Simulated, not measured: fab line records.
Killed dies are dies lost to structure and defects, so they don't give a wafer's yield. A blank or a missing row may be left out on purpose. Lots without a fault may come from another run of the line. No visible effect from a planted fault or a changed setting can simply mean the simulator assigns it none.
Which tool is to blame? ; flow sky130 ; 11 lots, 33 wafers sampled, at 6 steps of a route of 708

## WHAT THE GAUGES SHOWED, per wafer
SKY_FIELD_ISO_THK_MEAS_02.
lot;measured;on;FIELD_ISO_OXIDATION_00_THK (nm)
L566;day 1 14:28;film metro-04;11.97 11.91 11.94
L567;day 1 16:38;film metro-04;12.20 12.32 12.17
L568;day 1 22:02;film metro-04;11.84 12.30 12.09
L569;day 2 03:36;film metro-02;11.67 11.57 11.73
L570;day 2 07:38;film metro-02;11.35 11.65 11.53
L577;day 3 20:44;film metro-01;12.10 12.10 12.00
L579;day 4 04:38;film metro-04;12.00 11.98 12.03
L581;day 4 16:56;film metro-02;12.03 12.07 11.93
L583;day 5 02:14;film metro-01;12.14 11.85 12.02
L584;day 5 06:32;film metro-01;12.12 12.08 11.96
L589;day 6 07:13;film metro-04;12.19 12.28 12.27

SKY_PWDE_TW_MEAS_10.
lot;measured;on;PWDE_TW
L566;day 3 23:49;film metro-03;369.2 368.8 372.0
L567;day 4 00:56;film metro-03;374.4 373.3 372.1
L568;day 4 05:17;film metro-01;374.6 374.2 372.9
L569;day 4 16:04;film metro-01;374.0 374.4 375.3
L570;day 4 20:58;film metro-02;372.5 373.7 373.1
L577;day 6 12:25;film metro-03;387.7 387.0 385.3
L579;day 6 21:40;film metro-01;387.7 388.7 387.9
L581;day 7 09:16;film metro-01;374.7 375.6 374.6
L583;day 7 19:59;film metro-02;373.6 375.5 375.8
L584;day 8 02:40;film metro-02;374.4 372.5 372.6
L589;day 9 06:07;film metro-03;373.0 374.4 372.3

SKY_NWELL_RS_MEAS_31: uses a four-point probe to measure.
lot;measured;on;PWDE_RS (ohm/sq)
L566;day 5 10:40;film metro-01;5304 5289 5310
L567;day 5 12:08;film metro-02;5276 5267 5278
L568;day 5 16:30;film metro-03;5287 5304 5296
L569;day 6 04:02;film metro-02;5296 5265 5283
L570;day 6 10:22;film metro-03;5252 5244 5243
L577;day 8 05:07;film metro-01;4846 4820 4847
L579;day 8 14:35;film metro-01;4819 4824 4828
L581;day 9 02:31;film metro-03;5277 5262 5277
L583;day 9 15:00;film metro-01;5270 5266 5271
L584;day 9 22:15;film metro-02;5312 5306 5315
L589;day 11 04:46;film metro-03;5261 5278 5268

SKY_VT_ADJUST_NCORE_OVL_MEAS_08.
lot;measured;on;VT_ADJUST_NCORE_OVL (nm)
L566;day 8 16:55;overlay-02;-1.8 -3.3 -0.4
L567;day 8 17:56;overlay-02;1.0 0.7 2.7
L568;day 9 00:27;overlay-02;-1.8 -0.6 -0.3
L569;day 9 13:24;overlay-01;2.0 -0.3 2.2
L570;day 9 20:21;overlay-02;0.2 0.0 -0.1
L577;day 11 22:34;overlay-01;1.5 2.0 0.9
L579;day 12 09:48;overlay-02;-1.6 -2.2 -1.2
L581;day 12 23:35;overlay-02;-1.2 0.1 -2.1
L583;day 13 13:10;overlay-02;1.6 2.2 1.4
L584;day 13 21:57;overlay-02;0.2 0.5 2.1
L589;day 15 08:20;overlay-01;-0.2 0.7 1.2

## TOOL THAT RAN EACH LOT (tool first, then ch and the chambers of the sampled wafers, then the start)
lot;SKY_PWDE_IMPLANT_08;SKY_VT_ADJUST_HVTP_STRIP_10
L566;implanter-03 ch 0, day 3 23:34;plasma asher-03 ch 0,1, day 6 05:22
L567;implanter-04 ch 0, day 4 00:42;plasma asher-03 ch 1, day 6 06:41
L568;implanter-03 ch 0, day 4 05:04;plasma asher-01 ch 0,1, day 6 11:13
L569;implanter-02 ch 0, day 4 15:50;plasma asher-04 ch 0,1, day 6 23:05
L570;implanter-02 ch 0, day 4 20:43;plasma asher-04 ch 0,1, day 7 05:58
L577;implanter-04 ch 0, day 6 12:12;plasma asher-04 ch 0,1, day 9 01:34
L579;implanter-04 ch 0, day 6 21:26;plasma asher-04 ch 0,1, day 9 12:11
L581;implanter-02 ch 0, day 7 09:01;plasma asher-01 ch 0,1, day 10 00:29
L583;implanter-02 ch 0, day 7 19:46;plasma asher-01 ch 0,1, day 10 13:13
L584;implanter-03 ch 0, day 8 02:26;plasma asher-01 ch 0, day 10 21:11
L589;implanter-02 ch 0, day 9 05:52;plasma asher-03 ch 0,1, day 12 04:17
- SKY_PWDE_IMPLANT_08
- SKY_VT_ADJUST_HVTP_STRIP_10: strips in O2/N2.

## WHAT THE TOOLS THEMSELVES READ (means of the sampled wafers that have a number; where no wafer has one, the mark that the record gives instead)
SKY_PWDE_IMPLANT_08.
lot;tool;beam on s (s);dose ions cm2;end station pressure torr (Torr);faraday current uA
L566;implanter-03;10.10;3.6e+12;5.18e-06;20.1
L567;implanter-04;9.95;3.6e+12;4.92e-06;20.4
L568;implanter-03;9.90;3.6e+12;5.12e-06;20.5
L569;implanter-02;9.88;3.6e+12;4.99e-06;20.5
L570;implanter-02;10.07;3.6e+12;5.17e-06;20.2
L577;implanter-04;11.18;3.6e+12;7.48e-05;17.7
L579;implanter-04;11.24;3.6e+12;7.39e-05;17.6
L581;implanter-02;9.99;3.6e+12;4.88e-06;20.3
L583;implanter-02;9.93;3.6e+12;4.87e-06;20.4
L584;implanter-03;9.95;3.6e+12;5.01e-06;20.4
L589;implanter-02;10.03;3.6e+12;4.96e-06;20.3

SKY_VT_ADJUST_HVTP_STRIP_10.
lot;tool;drypump motor current A (A);oes product au (a.u.);strip time to endpoint s (s)
L566;plasma asher-03;5.7;0.717;14.10
L567;plasma asher-03;5.4;0.714;14.16
L568;plasma asher-01;5.2;0.720;14.20
L569;plasma asher-04;5.6;0.715;14.21
L570;plasma asher-04;5.5;0.719;14.08
L577;plasma asher-04;5.5;0.718;14.14
L579;plasma asher-04;5.5;0.716;14.22
L581;plasma asher-01;5.4;0.718;14.17
L583;plasma asher-01;5.2;0.719;14.13
L584;plasma asher-01;5.1;0.717;14.15
L589;plasma asher-03;6.0;0.714;14.27

## THE ANSWER, worked out from the rows above alone
Rule: the usual values come from the lots themselves. The widest of any qualifying gaps counts: lots, ordered by their means at a reading, are off when they make up no more than a third of the lots, leave a main group of 4 or more, and stand apart from it by 3 or more times the standard deviation of that group's means. A main group is skipped when, at the precision printed for the reading in the tables above, its means are all equal. A lot without any number at a reading at which 4 lots or more have one is off too. Where the step has rows for the other lots, those lots are counted as sound. The gauges are gone through in route order, then the tools' own readings, and for those a lot's mean is taken as printed above. At the first step where some lot is off, the reading lying furthest off is the one used; lots without a number count as furthest.
Off: at SKY_PWDE_TW_MEAS_10 (PWDE_TW), L577, L579. The main group: mean 373.5, standard deviation 1.4.
If a tool, at a process step before that reading, ran all the lots that are off and no sound lot after the first of them, it fits. The gauges at SKY_PWDE_TW_MEAS_10 aren't tried: what is off there is off at SKY_PWDE_IMPLANT_08 too, on other tools, and a gauge's error can't cause that. One fits: implanter-04 at SKY_PWDE_IMPLANT_08. A fault onset in the window from L567 (day 4 00:42, its last sound lot) to L577 (day 6 12:12, its first lot off) fits.
The tool's own readings at SKY_PWDE_IMPLANT_08 bear it out: on the lots that are off they differ by more than 5 times the standard deviation of the sound lots' means. beam on s reads 11.21 s there against 9.98 s on the sound lots; end station pressure torr reads 7.43e-05 Torr there against 5.01e-06 Torr on the sound lots; faraday current uA reads 17.6 there against 20.3 on the sound lots.

## WHAT THE SIMULATOR PUT IN
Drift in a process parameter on implanter-04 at SKY_PWDE_IMPLANT_08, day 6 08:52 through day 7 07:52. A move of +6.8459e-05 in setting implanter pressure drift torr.
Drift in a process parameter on implanter-04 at SKY_PWDE_IMPLANT_08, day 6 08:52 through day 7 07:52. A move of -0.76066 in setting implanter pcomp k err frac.
Shown lots that were struck: L577, L579. The rule above found the same.
